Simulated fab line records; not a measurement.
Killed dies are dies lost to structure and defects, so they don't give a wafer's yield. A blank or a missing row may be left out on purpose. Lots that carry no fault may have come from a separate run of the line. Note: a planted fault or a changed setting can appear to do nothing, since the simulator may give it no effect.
fab line records + flow sky130
record
- lots=6
- wafers=18
- last_day=49
route steps=708 shown NWELL@82 PWDE@84 VT_ADJUST_HVTP@85 VT_ADJUST_LVTN@97 PAD_OPEN@708
lots that met no fault: from a run of the same line without faults
start_h: start of the lot's first displayed wafer, in hours after the record's first day + wait_h: how many hours have passed since the lot's step before this one + " unchanged from the row above + L1.1+2: one row covering several wafers at once + - no value, or no start was given + * or withheld: withheld + < > ~ a bound
route shown NAME@n: names a module that has steps shown in the file, with the first one's number in the route + usual: mean/standard deviation of fault-free wafers + same: alike in all rows + chamber/n: place in a boat + sites: readings site by site + _std_site: standard deviation of those values + _edge_site: the outer-site mean with the inner-site mean subtracted + radius_mm: for every site, how far away it sits from the centre of the wafer + mask NAME#n: copy n + behind: the tool/chamber that last shaped the wafer + hold: why the lot went on hold/how many hours it stayed there/how the hold came to an end + device: the transistor (n, p or np) that didn't switch + end of line: the route-end tests of the same wafers + step lacking rows: just its recipe + killed: at the first sort, the dies lost to defects and structure; wafer yield is something else + map: dies across one wafer; x = killed, . = not, _ = none there
set.NAME: setting as actually run; set.NAME@STEP: the setting as run at that earlier step + model.NAME: the simulator's own value behind a step, which no gauge read
a table for each step, a row for each wafer; lots at some steps of the route
services: from which hour (start_h, from the record's first day; less than 0 if before it) a tool's chamber was out of use, for how many hours, and why
## steps
# step SKY_NWELL_RS_MEAS_29
# recipe
- thk_meas_gauge=four-point-probe
# usual
- NWELL_RS=624.9/1.5
| lot.wafer | tool          | chamber | start_h | wait_h | NWELL_RS[ohm/sq] |
|-----------|---------------|---------|---------|--------|------------------|
| L850.3    | film_metro-02 | -       | 120.79  | 0.1    | 624.4            |
| L850.5    | "             | -       | "       | "      | 625.5            |
| L850.6    | "             | -       | "       | "      | 623.9            |
| L852.3    | film_metro-01 | -       | 141.01  | 0.1    | 625.0            |
| L852.4    | "             | -       | "       | "      | 624.9            |
| L852.5    | "             | -       | "       | "      | 626.1            |
| L856.1    | film_metro-01 | -       | 161.07  | 0.1    | 624.4            |
| L856.4    | "             | -       | "       | "      | 624.5            |
| L856.6    | "             | -       | "       | "      | 624.9            |
| L858.3    | film_metro-03 | -       | 170.19  | 0.1    | 623.3            |
| L858.5    | "             | -       | "       | "      | 623.6            |
| L858.6    | "             | -       | "       | "      | 621.6            |
| L859.3    | film_metro-02 | -       | 177.54  | 0.1    | 624.2            |
| L859.5    | "             | -       | "       | "      | 622.4            |
| L859.6    | "             | -       | "       | "      | 624.1            |
| L864.2    | film_metro-02 | -       | 203.59  | 0.1    | 624.6            |
| L864.4    | "             | -       | "       | "      | 623.7            |
| L864.5    | "             | -       | "       | "      | 622.8            |
# step SKY_NWELL_RS_MEAS_31
# recipe
- thk_meas_gauge=four-point-probe
# usual
- PWDE_RS=5281/17
| lot.wafer | tool          | chamber | start_h | wait_h | PWDE_RS[ohm/sq] |
|-----------|---------------|---------|---------|--------|-----------------|
| L850.3    | film_metro-02 | -       | 121.03  | 0.1    | 5280            |
| L850.5    | "             | -       | "       | "      | 5300            |
| L850.6    | "             | -       | "       | "      | 5276            |
| L852.3    | film_metro-01 | -       | 141.25  | 0.1    | 5264            |
| L852.4    | "             | -       | "       | "      | 5259            |
| L852.5    | "             | -       | "       | "      | 5273            |
| L856.1    | film_metro-01 | -       | 161.31  | 0.1    | 5265            |
| L856.4    | "             | -       | "       | "      | 5283            |
| L856.6    | "             | -       | "       | "      | 5266            |
| L858.3    | film_metro-03 | -       | 170.43  | 0.1    | 5307            |
| L858.5    | "             | -       | "       | "      | 5268            |
| L858.6    | "             | -       | "       | "      | 5266            |
| L859.3    | film_metro-02 | -       | 177.78  | 0.1    | 5303            |
| L859.5    | "             | -       | "       | "      | 5308            |
| L859.6    | "             | -       | "       | "      | 5296            |
| L864.2    | film_metro-02 | -       | 203.83  | 0.1    | 5290            |
| L864.4    | "             | -       | "       | "      | 5277            |
| L864.5    | "             | -       | "       | "      | 5293            |
# step SKY_VT_ADJUST_HVTP_DEHYDRATE_00
# recipe
- temp_c=200
- time_s=60
# step SKY_VT_ADJUST_HVTP_HMDS_01
# recipe
- prime_time_s=60
- prime_temp_c=120
# step SKY_VT_ADJUST_HVTP_COAT_02
# recipe
- resist=NOVOLAK
- spin_rpm=3000
- resist_thk_nm=1140
# step SKY_VT_ADJUST_HVTP_SOFTBAKE_03
# recipe
- temp_c=90
- time_s=60
- resist=NOVOLAK
# step SKY_VT_ADJUST_HVTP_EXPOSE_04
# recipe
- mask_id=HVTPM
- na=0.6
- source_shape=conventional
- sigma_outer=0.6
- polarization=unpolarized
- target_cd_nm=380
- dose_mj=140
# step SKY_VT_ADJUST_HVTP_PEB_05
# recipe
- temp_c=withheld
- time_s=*
- resist=NOVOLAK
# step SKY_VT_ADJUST_HVTP_DEVELOP_06
# recipe
- resist=NOVOLAK
- developer=TMAH
- develop_time_s=60
- dev_temp_c=23
# step SKY_VT_ADJUST_HVTP_CD_MEAS_07
# recipe
- target_cd_nm=380
# usual
- cd_nm=379.8/2.2
| lot.wafer | tool      | chamber | start_h | wait_h | cd_nm |
|-----------|-----------|---------|---------|--------|-------|
| L850.3    | cd_sem-01 | -       | 139.99  | 0.1    | 382.2 |
| L850.5    | "         | -       | "       | "      | 379.1 |
| L850.6    | "         | -       | "       | "      | 382.1 |
| L852.3    | cd_sem-01 | -       | 159.91  | 0.1    | 381.1 |
| L852.4    | "         | -       | "       | "      | 380.4 |
| L852.5    | "         | -       | "       | "      | 379.4 |
| L856.1    | cd_sem-02 | -       | 181.55  | 0.1    | 382.8 |
| L856.4    | "         | -       | "       | "      | 380.8 |
| L856.6    | "         | -       | "       | "      | 381.3 |
| L858.3    | cd_sem-01 | -       | 191.16  | 0.1    | 379.1 |
| L858.5    | "         | -       | "       | "      | 378.1 |
| L858.6    | "         | -       | "       | "      | 377.4 |
| L859.3    | cd_sem-01 | -       | 197.56  | 0.1    | 379.7 |
| L859.5    | "         | -       | "       | "      | 378.8 |
| L859.6    | "         | -       | "       | "      | 379.6 |
| L864.2    | cd_sem-01 | -       | 225.61  | 0.1    | 380.1 |
| L864.4    | "         | -       | "       | "      | 380.3 |
| L864.5    | "         | -       | "       | "      | 379.6 |
# step SKY_VT_ADJUST_HVTP_OVL_MEAS_08
# usual
- VT_ADJUST_HVTP_OVL=1.7/1.6
| lot.wafer | tool       | chamber | start_h | wait_h | VT_ADJUST_HVTP_OVL[nm] |
|-----------|------------|---------|---------|--------|------------------------|
| L850.3    | overlay-02 | -       | 140.08  | 0.1    | 2.0                    |
| L850.5    | "          | -       | "       | "      | -0.1                   |
| L850.6    | "          | -       | "       | "      | 2.4                    |
| L852.3    | overlay-02 | -       | 160.00  | 0.1    | 3.2                    |
| L852.4    | "          | -       | "       | "      | 1.1                    |
| L852.5    | "          | -       | "       | "      | 2.9                    |
| L856.1    | overlay-02 | -       | 181.67  | 0.1    | 2.5                    |
| L856.4    | "          | -       | "       | "      | 3.4                    |
| L856.6    | "          | -       | "       | "      | 1.4                    |
| L858.3    | overlay-01 | -       | 191.25  | 0.1    | 0.9                    |
| L858.5    | "          | -       | "       | "      | 1.6                    |
| L858.6    | "          | -       | "       | "      | 1.8                    |
| L859.3    | overlay-01 | -       | 197.65  | 0.1    | 3.4                    |
| L859.5    | "          | -       | "       | "      | 2.2                    |
| L859.6    | "          | -       | "       | "      | 4.6                    |
| L864.2    | overlay-02 | -       | 225.72  | 0.1    | 0.0                    |
| L864.4    | "          | -       | "       | "      | 1.0                    |
| L864.5    | "          | -       | "       | "      | 1.2                    |
# step SKY_VT_ADJUST_HVTP_IMPLANT_09
# recipe
- species=As
- energy_kev=150
- dose_cm2=4.3e+12
- tilt_deg=withheld
# usual
- beam_on_s=10.02/0.21
| lot.wafer | tool         | chamber | start_h | wait_h | beam_on_s |
|-----------|--------------|---------|---------|--------|-----------|
| L850.3    | implanter-03 | 0       | 140.16  | 0.1    | 10.02     |
| L850.5    | "            | 0       | "       | "      | 10.00     |
| L850.6    | "            | 0       | "       | "      | 10.50     |
| L852.3    | implanter-03 | 0       | 160.08  | 0.1    | 10.42     |
| L852.4    | "            | 0       | "       | "      | 10.20     |
| L852.5    | "            | 0       | "       | "      | 10.09     |
| L856.1    | implanter-03 | 0       | 181.71  | 0.0    | 9.89      |
| L856.4    | "            | 0       | "       | "      | 10.01     |
| L856.6    | "            | 0       | "       | "      | 10.12     |
| L858.3    | implanter-02 | 0       | 191.33  | 0.1    | 9.82      |
| L858.5    | "            | 0       | "       | "      | 10.31     |
| L858.6    | "            | 0       | "       | "      | 9.93      |
| L859.3    | implanter-01 | 0       | 197.73  | 0.1    | 10.17     |
| L859.5    | "            | 0       | "       | "      | 10.06     |
| L859.6    | "            | 0       | "       | "      | 9.94      |
| L859.3    | implanter-01 | 0       | 198.04  | 0.3    | 10.12     |
| L859.5    | "            | 0       | "       | "      | 10.11     |
| L859.6    | "            | 0       | "       | "      | 9.67      |
| L864.2    | implanter-02 | 0       | 225.77  | 0.0    | 10.12     |
| L864.4    | "            | 0       | "       | "      | 9.92      |
| L864.5    | "            | 0       | "       | "      | 9.96      |
| L864.2    | implanter-02 | 0       | 226.09  | 0.3    | 10.11     |
| L864.4    | "            | 0       | "       | "      | 10.02     |
| L864.5    | "            | 0       | "       | "      | 9.99      |
# step SKY_VT_ADJUST_HVTP_STRIP_10
# recipe
- chemistry=O2/N2
- power_w=1400
- pressure_mtorr=1500
- platen_temp_c=withheld
- o2_flow_sccm=3000
- n2_flow_sccm=300
- overash_fraction=0.5
# usual
- drypump_motor_current_A=5.6/0.44
- n2_flow_sccm=300.1/0.89
- oes_product_au=0.716/0.0046
- strip_time_to_endpoint_s=14.21/0.038
| lot.wafer | tool            | chamber | start_h | wait_h | drypump_motor_current_A | n2_flow_sccm | oes_product_au | rf_hours_counter_h | strip_time_to_endpoint_s |
|-----------|-----------------|---------|---------|--------|-------------------------|--------------|----------------|--------------------|--------------------------|
| L850.3    | plasma_asher-03 | 1       | 140.29  | 0.1    | 5.3                     | 300.4        | 0.720          | -                  | 14.18                    |
| L850.5    | "               | 0       | "       | "      | 5.4                     | 301.6        | 0.722          | -                  | 14.19                    |
| L850.6    | "               | 1       | "       | "      | 5.3                     | 300.2        | 0.721          | -                  | 14.17                    |
| L852.3    | plasma_asher-03 | 1       | 160.21  | 0.1    | 5.3                     | 299.8        | 0.721          | -                  | 14.24                    |
| L852.4    | "               | 0       | "       | "      | 5.4                     | 299.2        | 0.715          | -                  | 14.21                    |
| L852.5    | "               | 0       | "       | "      | 5.4                     | 298.9        | 0.711          | -                  | 14.25                    |
| L856.1    | plasma_asher-03 | 1       | 181.86  | 0.1    | 5.3                     | 300.4        | 0.709          | 49                 | 14.27                    |
| L856.4    | "               | 0       | "       | "      | 5.4                     | 297.9        | 0.713          | -                  | 14.26                    |
| L856.6    | "               | 0       | "       | "      | 5.4                     | 298.5        | 0.704          | -                  | 14.27                    |
| L858.3    | plasma_asher-01 | 1       | 191.46  | 0.1    | 5.0                     | 301.0        | 0.720          | -                  | 14.18                    |
| L858.5    | "               | 1       | "       | "      | 5.0                     | 300.0        | 0.718          | -                  | 14.17                    |
| L858.6    | "               | 0       | "       | "      | 5.7                     | 301.4        | 0.714          | -                  | 14.18                    |
| L859.3    | plasma_asher-01 | 0       | 198.18  | 0.1    | 5.7                     | 300.2        | 0.722          | -                  | 14.12                    |
| L859.5    | "               | 0       | "       | "      | 5.7                     | 299.2        | 0.711          | -                  | 14.16                    |
| L859.6    | "               | 1       | "       | "      | 5.0                     | 299.7        | 0.710          | -                  | 14.21                    |
| L864.2    | plasma_asher-03 | 0       | 226.21  | 0.1    | 5.4                     | 299.6        | 0.714          | 53                 | 14.27                    |
| L864.4    | "               | 0       | "       | "      | 5.4                     | 299.0        | 0.717          | -                  | 14.30                    |
| L864.5    | "               | 0       | "       | "      | 5.4                     | 299.5        | 0.721          | -                  | 14.25                    |
# step SKY_VT_ADJUST_HVTP_TW_MEAS_11
# usual
- VT_ADJUST_HVTP_TW=1354/16
| lot.wafer | tool          | chamber | start_h | wait_h | VT_ADJUST_HVTP_TW |
|-----------|---------------|---------|---------|--------|-------------------|
| L850.3    | film_metro-01 | -       | 140.38  | 0.1    | 1382              |
| L850.5    | "             | -       | "       | "      | 1382              |
| L850.6    | "             | -       | "       | "      | 1382              |
| L852.3    | film_metro-02 | -       | 160.30  | 0.1    | 1350              |
| L852.4    | "             | -       | "       | "      | 1353              |
| L852.5    | "             | -       | "       | "      | 1353              |
| L856.1    | film_metro-01 | -       | 181.96  | 0.1    | 1386              |
| L856.4    | "             | -       | "       | "      | 1382              |
| L856.6    | "             | -       | "       | "      | 1383              |
| L858.3    | film_metro-04 | -       | 191.55  | 0.1    | 1355              |
| L858.5    | "             | -       | "       | "      | 1352              |
| L858.6    | "             | -       | "       | "      | 1357              |
| L859.3    | film_metro-04 | -       | 198.28  | 0.1    | 1677              |
| L859.5    | "             | -       | "       | "      | 1678              |
| L859.6    | "             | -       | "       | "      | 1673              |
| L864.2    | film_metro-04 | -       | 226.32  | 0.1    | 1675              |
| L864.4    | "             | -       | "       | "      | 1683              |
| L864.5    | "             | -       | "       | "      | 1673              |
# step SKY_VT_ADJUST_LVTN_DEHYDRATE_00
# recipe
- temp_c=200
- time_s=60
# step SKY_PAD_OPEN_PROBE_99
# usual
- killed_at_M0_to_M3=44/6.9
- killed_at_M4_up=3.0/1.5
- killed_at_contacts=24/5.2
- killed_at_front_end=15/4.1
- killed_at_other=0.4/0.62
- killed_dies=87/9.6
- killed_open=47/7
- killed_short=40/6.2
# same
- gross_dies=492
- killed_at_back_side=0
| lot.wafer | tool      | chamber | start_h | wait_h | killed_at_M0_to_M3 | killed_at_M4_up | killed_at_contacts | killed_at_front_end | killed_at_other | killed_dies | killed_open | killed_short | model.etest.tip_p.rs_ohm_sq | model.etest.pfet_01v8.r_on_ohm_um | model.etest.pfet_01v8.drive_ua_um | model.etest.pfet_01v8_mvt.drive_ua_um | model.etest.pfet_01v8_hvt.drive_ua_um | model.etest.sram_pfet_latch.drive_ua_um | model.etest.ring_1v8.delay_ps | model.etest.pfet_01v8.off_log10_a_um |
|-----------|-----------|---------|---------|--------|--------------------|-----------------|--------------------|---------------------|-----------------|-------------|-------------|--------------|-----------------------------|-----------------------------------|-----------------------------------|---------------------------------------|---------------------------------------|-----------------------------------------|-------------------------------|--------------------------------------|
| L850.3    | prober-02 | -       | 1083.69 | 0.2    | 40                 | 4               | 30                 | 17                  | 0               | 91          | 50          | 40           | 6835                        | 2888                              | 191.6                             | 151.7                                 | 141.6                                 | 141                                     | 21.43                         | -9.786                               |
| L850.5    | prober-02 | -       | 1083.79 | 0.2    | 34                 | 1               | 28                 | 25                  | 0               | 88          | 46          | 41           | 6839                        | 2924                              | 188.8                             | 150.6                                 | 140.1                                 | 134.8                                   | 21.67                         | -9.931                               |
| L850.6    | prober-02 | -       | 1083.84 | 0.2    | 48                 | 1               | 24                 | 13                  | 0               | 86          | 40          | 46           | 6867                        | 2967                              | 190.1                             | 150.9                                 | 140.8                                 | 143.2                                   | 21.71                         | -10.14                               |
| L852.3    | prober-02 | -       | 1111.24 | 0.2    | 58                 | 3               | 18                 | 11                  | 0               | 90          | 36          | 54           | 6703                        | 2850                              | 194.1                             | 158                                   | 145.8                                 | 146.4                                   | 21.3                          | -9.189                               |
| L852.4    | prober-02 | -       | 1111.29 | 0.2    | 42                 | 2               | 17                 | 11                  | 0               | 72          | 36          | 36           | 6748                        | 2760                              | 205.1                             | 159.2                                 | 153.9                                 | 161                                     | 20.35                         | -9.039                               |
| L852.5    | prober-02 | -       | 1111.34 | 0.2    | 46                 | 2               | 22                 | 19                  | 1               | 90          | 52          | 37           | 6684                        | 2834                              | 200.3                             | 157.6                                 | 148.8                                 | 147.3                                   | 20.73                         | -9.044                               |
| L856.1    | prober-02 | -       | 1125.86 | 0.1    | 44                 | 3               | 31                 | 13                  | 0               | 91          | 48          | 43           | 6917                        | 2991                              | 184.6                             | 145.8                                 | 135.8                                 | 132.8                                   | 21.98                         | -10.44                               |
| L856.4    | prober-02 | -       | 1126.01 | 0.2    | 36                 | 4               | 39                 | 14                  | 1               | 94          | 56          | 38           | 6900                        | 3055                              | 179.4                             | 143.8                                 | 132.9                                 | 131.3                                   | 23.07                         | -10.69                               |
| L856.6    | prober-02 | -       | 1126.11 | 0.2    | 41                 | 3               | 32                 | 16                  | 0               | 92          | 64          | 28           | 6880                        | 2991                              | 183.4                             | 145.8                                 | 135.5                                 | 131.3                                   | 22.16                         | -10.49                               |
| L858.3    | prober-02 | -       | 1141.33 | 0.2    | 54                 | 5               | 25                 | 16                  | 0               | 100         | 52          | 47           | 7128                        | 2917                              | 188.5                             | 147.9                                 | 141.3                                 | 142.5                                   | 21                            | -9.933                               |
| L858.5    | prober-02 | -       | 1141.43 | 0.2    | 46                 | 2               | 14                 | 18                  | 0               | 80          | 34          | 46           | 7083                        | 2900                              | 191.2                             | 149                                   | 142.3                                 | 140.8                                   | 20.99                         | -9.977                               |
| L858.6    | prober-02 | -       | 1141.48 | 0.2    | 27                 | 2               | 20                 | 19                  | 1               | 69          | 35          | 33           | 7022                        | 2919                              | 190.2                             | 147.9                                 | 140.2                                 | 147                                     | 21.15                         | -9.936                               |
| L859.3    | prober-01 | -       | 1143.80 | 0.2    | 50                 | 2               | 24                 | 18                  | 0               | 94          | 51          | 43           | 9191                        | 3670                              | 123.4                             | 87.03                                 | 96.55                                 | 102.9                                   | 27.36                         | -12.77                               |
| L859.5    | prober-01 | -       | 1143.90 | 0.2    | 33                 | 0               | 20                 | 9                   | 1               | 63          | 32          | 31           | 9158                        | 3723                              | 121.8                             | 87.2                                  | 96.28                                 | 96.07                                   | 28.34                         | -12.7                                |
| L859.6    | prober-01 | -       | 1143.95 | 0.2    | 40                 | 3               | 25                 | 11                  | 0               | 79          | 45          | 34           | 9194                        | 3648                              | 125.2                             | 88.96                                 | 98.65                                 | 103.8                                   | 27.43                         | -12.78                               |
| L864.2    | prober-01 | -       | 1166.96 | 0.1    | 37                 | 4               | 34                 | 25                  | 0               | 100         | 58          | 42           | 9319                        | 3719                              | 122.2                             | 86.3                                  | 95.11                                 | 95.67                                   | 28.41                         | -13.12                               |
| L864.4    | prober-01 | -       | 1167.06 | 0.2    | 50                 | 5               | 30                 | 25                  | 0               | 110         | 57          | 53           | 9242                        | 3706                              | 122.2                             | 86.59                                 | 94.08                                 | 94.27                                   | 27.78                         | -12.64                               |
| L864.5    | prober-01 | -       | 1167.11 | 0.2    | 38                 | 4               | 21                 | 15                  | 0               | 78          | 48          | 30           | 9320                        | 3837                              | 117.1                             | 84.31                                 | 92.13                                 | 90.27                                   | 29.4                          | -12.85                               |
# killed by level:class
L850.3 CONTACT:geometric_particle:open=10 LI_CONTACT:geometric_particle:open=9 VIA1:geometric_particle:open=9 FIELD_ISO:geometric_particle:open=6 METAL1:geometric_particle:short=6 VIA2:geometric_particle:open=6 VIA3:geometric_particle:open=5 VIA1:geometric_particle:short=5
L850.5 LI_CONTACT:geometric_particle:open=8 FIELD_ISO:geometric_particle:short=8 CONTACT:geometric_particle:open=8 VIA1:geometric_particle:open=8 FIELD_ISO:geometric_particle:open=7 VIA3:geometric_particle:open=7 LOCAL_INTERCONNECT:geometric_particle:short=6 METAL1:geometric_particle:short=4
L850.6 VIA1:geometric_particle:open=16 CONTACT:geometric_particle:open=8 METAL1:geometric_particle:short=7 LOCAL_INTERCONNECT:geometric_particle:short=7 FIELD_ISO:geometric_particle:short=5 CONTACT:geometric_particle:short=5 VIA2:geometric_particle:short=4 VIA3:geometric_particle:short=4
L852.3 METAL1:geometric_particle:short=11 VIA3:geometric_particle:open=11 VIA1:geometric_particle:open=7 VIA1:geometric_particle:short=6 VIA2:geometric_particle:open=6 VIA3:geometric_particle:short=6 FIELD_ISO:geometric_particle:short=5 LI_CONTACT:geometric_particle:open=5
L852.4 CONTACT:geometric_particle:open=10 VIA1:geometric_particle:open=9 VIA1:geometric_particle:short=8 VIA3:geometric_particle:open=6 VIA3:geometric_particle:short=5 METAL1:geometric_particle:short=4 METAL2:geometric_particle:short=4 CONTACT:geometric_particle:short=3
L852.5 VIA1:geometric_particle:open=12 LI_CONTACT:geometric_particle:open=9 VIA3:geometric_particle:open=8 POLY_GATE:geometric_particle:short=5 CONTACT:geometric_particle:open=5 VIA2:geometric_particle:open=5 FIELD_ISO:geometric_particle:short=4 METAL3:geometric_particle:short=4
L856.1 CONTACT:geometric_particle:open=9 CONTACT:geometric_particle:short=8 VIA1:geometric_particle:open=8 METAL1:geometric_particle:short=7 VIA2:geometric_particle:short=6 VIA3:geometric_particle:open=6 FIELD_ISO:geometric_particle:open=5 LI_CONTACT:geometric_particle:open=5
L856.4 CONTACT:geometric_particle:open=17 LI_CONTACT:geometric_particle:open=9 VIA3:geometric_particle:open=7 VIA1:geometric_particle:open=7 CONTACT:geometric_particle:short=5 VIA2:geometric_particle:short=5 VIA1:geometric_particle:short=4 FIELD_ISO:geometric_particle:open=4
L856.6 LI_CONTACT:geometric_particle:open=13 CONTACT:geometric_particle:open=11 VIA1:geometric_particle:open=11 VIA2:geometric_particle:open=10 VIA3:geometric_particle:open=6 METAL2:geometric_particle:short=5 FIELD_ISO:geometric_particle:short=4 FIELD_ISO:geometric_particle:open=3
L858.3 METAL1:geometric_particle:short=10 VIA1:geometric_particle:open=10 CONTACT:geometric_particle:open=9 VIA1:geometric_particle:short=9 LI_CONTACT:geometric_particle:open=6 VIA3:geometric_particle:open=6 POLY_GATE:geometric_particle:open=5 CONTACT:geometric_particle:short=5
L858.5 VIA1:geometric_particle:open=10 METAL1:geometric_particle:short=9 POLY_GATE:geometric_particle:short=8 LOCAL_INTERCONNECT:geometric_particle:short=6 VIA1:geometric_particle:short=6 CONTACT:geometric_particle:open=5 METAL2:geometric_particle:short=5 VIA2:geometric_particle:short=4
L858.6 FIELD_ISO:geometric_particle:open=6 CONTACT:geometric_particle:open=6 VIA1:geometric_particle:open=4 LI_CONTACT:geometric_particle:short=4 CONTACT:geometric_particle:short=4 VIA1:geometric_particle:short=4 VIA3:geometric_particle:open=4 FIELD_ISO:geometric_particle:short=3
L859.3 VIA3:geometric_particle:open=12 CONTACT:geometric_particle:open=10 METAL1:geometric_particle:short=8 VIA1:geometric_particle:open=7 FIELD_ISO:geometric_particle:short=6 LI_CONTACT:geometric_particle:open=6 VIA2:geometric_particle:open=5 VIA1:geometric_particle:short=4
L859.5 CONTACT:geometric_particle:open=8 VIA1:geometric_particle:open=7 METAL2:geometric_particle:short=6 VIA2:geometric_particle:open=6 LI_CONTACT:geometric_particle:open=4 CONTACT:geometric_particle:short=4 METAL1:geometric_particle:short=4 FIELD_ISO:geometric_particle:open=3
L859.6 LI_CONTACT:geometric_particle:open=12 VIA1:geometric_particle:open=12 CONTACT:geometric_particle:short=6 VIA1:geometric_particle:short=6 VIA2:geometric_particle:open=6 METAL2:geometric_particle:short=5 VIA3:geometric_particle:open=5 FIELD_ISO:geometric_particle:short=3
L864.2 CONTACT:geometric_particle:open=15 POLY_GATE:geometric_particle:open=9 LI_CONTACT:geometric_particle:open=7 FIELD_ISO:geometric_particle:open=6 CONTACT:geometric_particle:short=6 VIA1:geometric_particle:open=6 LOCAL_INTERCONNECT:geometric_particle:short=5 VIA2:geometric_particle:open=5
L864.4 VIA2:geometric_particle:open=10 CONTACT:geometric_particle:open=10 LOCAL_INTERCONNECT:geometric_particle:short=9 VIA1:geometric_particle:open=9 VIA3:geometric_particle:open=8 CONTACT:geometric_particle:short=7 FIELD_ISO:geometric_particle:open=6 POLY_GATE:geometric_particle:open=6
L864.5 CONTACT:geometric_particle:open=10 VIA3:geometric_particle:open=7 LI_CONTACT:geometric_particle:open=6 VIA2:geometric_particle:open=6 VIA1:geometric_particle:open=6 FIELD_ISO:geometric_particle:open=4 POLY_GATE:geometric_particle:short=4 FIELD_ISO:geometric_particle:short=3
## services
| tool            | chamber | start_h | hours | kind   |
|-----------------|---------|---------|-------|--------|
| implanter-01    | -       | 121.18  | 1.3   | repair |
| implanter-01    | -       | 126.18  | 0.7   | repair |
| plasma_asher-03 | -       | 147.88  | 0.5   | repair |
| implanter-02    | -       | 169.95  | 3.4   | repair |
| implanter-01    | -       | 212.66  | 2.5   | pm     |
| implanter-02    | -       | 223.30  | 2.2   | repair |
| implanter-01    | -       | 224.55  | 5.1   | repair |
## key
first_sign
- step=SKY_VT_ADJUST_HVTP_IMPLANT_09
- reading=visit
- direction=added
effect
- step=SKY_VT_ADJUST_HVTP_TW_MEAS_11
- reading=VT_ADJUST_HVTP_TW
- direction=up
- sigmas=21
- usual=1354
- struck=1676
model_effect
- step=SKY_PAD_OPEN_PROBE_99
- value=etest.tip_p.rs_ohm_sq
- without=6810
- struck=9237
met_at SKY_VT_ADJUST_HVTP_IMPLANT_09
struck_wafers L859.3,L859.5,L859.6,L864.2,L864.4,L864.5
tester_left_out L859,L864
fault
- kind=repeated_step_whole
- tool=implanter-01,implanter-02,implanter-03
- chamber=-
- onset_h=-
- steps=SKY_VT_ADJUST_HVTP_IMPLANT_09
- times=1
- scope=struck_lots_only
# tester_left_out: of these lots the tester's yield and bins aren't shown, on N5 and GAA mostly nor the transistor test; their killed dies are dies lost to structure and defects alone, not to doping, threshold or leakage, so they don't give the yield
